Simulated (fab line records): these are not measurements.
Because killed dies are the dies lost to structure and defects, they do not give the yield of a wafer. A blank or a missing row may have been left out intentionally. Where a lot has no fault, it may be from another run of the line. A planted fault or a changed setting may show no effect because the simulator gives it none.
A lot that was struck, set against a sound lot || flow sky130 || 18 steps out of a route of 708
Sound: the wafers L491.1, L491.2, L491.4. Struck: wafers L496.1, L496.4. (L496.2 of the same lot was not struck and is left out.) The cause comes at the end.
Per side, at each step with rows, come the tool, then ch with its chambers, and then its first start. Under that, the readings that differ: sound wafers || struck wafers || difference of the means || sigmas: that difference in standard deviations of wafers without a fault.
alike: a reading whose means differ by less than 2 such deviations, as well as words and numbers matching on both sides. not compared: withheld readings; readings where some wafer has no value; bounds like >300 that might hide an equal value; numbers whose values overlap and for which the record gives no deviation.
A row with sigmas, a row that says differs or no value, or rows on one side alone: a step with any of these is where the two part. Non-overlapping numbers with no deviation appear without sigmas and do not part them. A reading missing from all wafers of one side parts the sides only when that side holds two or more wafers.

first, 5 steps without rows for these wafers: SKY_VIA4_COAT_06 (resist thk 1140 nm); SKY_VIA4_SOFTBAKE_07 (time 60 s); SKY_VIA4_EXPOSE_08 (exposes mask VIM4, target cd 800 nm); SKY_VIA4_PEB_09; SKY_VIA4_DEVELOP_10 (develop time 60 s).
SKY_VIA4_OVL_MEAS_11:
  struck on overlay-01, day 46 09:15; sound on overlay-01, day 45 05:00
  alike: VIA4_OVL
SKY_VIA4_ETCH_12: etches SiO2 in C4F8/O2/Ar, stops on TiN, target depth 580 nm.
  sound on rieDiel-04 ch 0,2,3, day 45 05:02; struck on rieDiel-02 ch 1,2, day 46 09:17
  alike: chamberPressureMTorr, oesProductAu
SKY_VIA4_STRIP_13: strips in O2/N2.
  sound on plasmaAsher-04 ch 0,1, day 45 05:07; struck on plasmaAsher-04 ch 0,1, day 46 09:22
  alike: chamberPressureMTorr, drypumpMotorCurrentA, o2FlowSccm, oesProductAu, stripTimeToEndpointS
  not compared: rfHoursCounterH
then, 3 steps without rows for these wafers: SKY_VIA4_STRIP_14 (strips in post etch residue remover, time 1200 s); SKY_VIA4_CLEAN_15 (cleans in IPA, time 180 s); SKY_VIA4_CLEAN_16 (cleans in O3/DIW).
SKY_VIA4_SPUTTER_17: material TiN, target thk 20 nm, time 80 s.
  struck on pvdSputter-02, day 46 09:57; sound on pvdSputter-01, day 45 05:42
  alike: throttleValvePct
SKY_VIA4_CVD_18: deposits W, target thk 505 nm, time 152.14 s.
  sound on cvdW-01 ch 0,1, day 45 05:46; struck on cvdW-01 ch 0, day 46 10:01
{"reading": "model.W_of_VIA4_CVD_18.thkNm (nm)", "sound": "497.7 496.7 504.3", "struck": "263.1 264.3", "difference": -235.9, "sigmas": ""}
  alike: chamberPressureTorr, heaterPowerW
SKY_VIA4_RS_MEAS_19: uses a four-point probe to measure.
  struck on filmMetro-02, day 46 10:10; sound on filmMetro-01, day 45 05:55
{"reading": "VIA4_W_RS (ohm/sq)", "sound": "0.2295 0.2300 0.2264", "struck": "0.4374 0.4351", "difference": "+0.2076", "sigmas": "+83"}
SKY_VIA4_THK_MEAS_20: measures by xrf.
  struck on filmMetro-02, day 46 10:17; sound on filmMetro-01, day 45 06:02
{"reading": "VIA4_W_THK (nm)", "sound": "489 489 495", "struck": "259 261", "difference": -231, "sigmas": -41}
SKY_VIA4_CMP_21: polishes, stops on SiO2, t overpolish 25 s, target thk 0 nm.
  sound on cmp-02 ch 0,1,2, day 45 06:23; struck on cmp-01 ch 2,3, day 46 10:24
{"reading": "timeToEndpointS (s)", "sound": "127 120 133", "struck": "63 64", "difference": -63, "sigmas": -14}
  alike: motorCurrentA
SKY_METAL5_SPUTTER_00: material Ti, target thk 15 nm, time 10 s.
  struck on pvdSputter-02, day 46 10:39; sound on pvdSputter-02, day 45 06:41
  alike: throttleValvePct
-- the record jumps here: 3 days lie between the struck wafers' starts before and after (it left off in module METAL5 and takes up again in module PAD_OPEN, whose first step shown is number 708 of the route) --
SKY_PAD_OPEN_PROBE_99:
  struck on prober-02, day 49 00:01; sound on prober-01, day 47 22:35
{"reading": "defectLimitedYield (%)", "sound": "81.9 79.1 78.7", "struck": "82.9 85.6", "difference": "+4.3", "sigmas": "+2"}
{"reading": "killedDies", "sound": "89 103 105", "struck": "84 71", "difference": -22, "sigmas": -2}
{"reading": "killedOpen", "sound": "59 52 60", "struck": "44 35", "difference": -18, "sigmas": -2}
{"reading": "sort_bin_3_pad_short (%)", "sound": "0.8 1.8 1.2", "struck": "0 0.4", "difference": -1, "sigmas": -2}
{"reading": "sortNPass", "sound": "403 389 387", "struck": "408 421", "difference": "+22", "sigmas": "+2"}
{"reading": "sortYieldPct (%)", "sound": "81.9 79.1 78.7", "struck": "82.9 85.6", "difference": "+4.3", "sigmas": "+2"}
  alike: killed_at_M0_to_M3, killed_at_M4_up, killedAtContacts, killedAtFrontEnd, killedAtOther, killedShort, sort_bin_5_function, sort_bin_6_memory

WHERE THEY PART
At SKY_VIA4_RS_MEAS_19 first; at SKY_PAD_OPEN_PROBE_99 last (within this record only).

WHY: whatever the simulator had introduced
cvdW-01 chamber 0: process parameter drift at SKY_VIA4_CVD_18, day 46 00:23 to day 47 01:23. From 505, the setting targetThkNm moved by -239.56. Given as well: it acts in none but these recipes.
